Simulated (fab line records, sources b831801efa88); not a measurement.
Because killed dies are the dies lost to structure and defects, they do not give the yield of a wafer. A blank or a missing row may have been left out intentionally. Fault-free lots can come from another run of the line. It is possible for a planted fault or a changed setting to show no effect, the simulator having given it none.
Which tool did it? + flow sky130 + route of 708 steps, sampled at 1 step: 12 lots, 36 wafers

## WHAT EACH GAUGE READ, for each wafer
SKY_CONTACT_OVL_MEAS_15.
| lot  | measured     | on         | CONTACT_OVL (nm) |
|------|--------------|------------|------------------|
| L075 | day 32 08:50 | overlay-02 | -5 0 1           |
| L077 | day 33 10:26 | overlay-01 | -1 -4 1          |
| L079 | day 33 20:49 | overlay-01 | -9 -1 -2         |
| L080 | day 34 07:24 | overlay-01 | -5 -5 4          |
| L083 | day 34 12:49 | overlay-02 | -2 5 -1          |
| L086 | day 35 11:14 | overlay-01 | 0 2 5            |
| L087 | day 35 16:45 | overlay-01 | 5 2 -1           |
| L089 | day 37 09:08 | overlay-02 | 7 8 8            |
| L090 | day 37 10:32 | overlay-01 | 2 7 3            |
| L093 | day 37 16:58 | overlay-01 | -6 -4 -3         |
| L095 | day 38 11:07 | overlay-01 | 0 6 4            |
| L097 | day 38 18:19 | overlay-02 | -8 -3 -6         |

## TOOL THAT RAN EACH LOT (tool first, then ch and the chambers of the sampled wafers, then the start)
Before these readings, the record contains no process step.

## THE ANSWER, worked out from the rows above alone
Rule: the lots themselves supply what counts as usual. Put in order of their means at a reading, lots are off if they are a third of the lots or fewer, leave a main group of 4 or more, and stand apart from it by a gap of 3 or more times the standard deviation of the main group's means; of several such gaps the widest counts. A main group is skipped when, at the precision printed for the reading in the tables above, its means are all equal. A lot without any number at a reading at which 4 lots or more have one is off too. The other lots that the step has rows for count as sound.
None of the lots is off at any reading shown; this tells nothing.

## WHAT WAS PUT IN BY THE SIMULATOR
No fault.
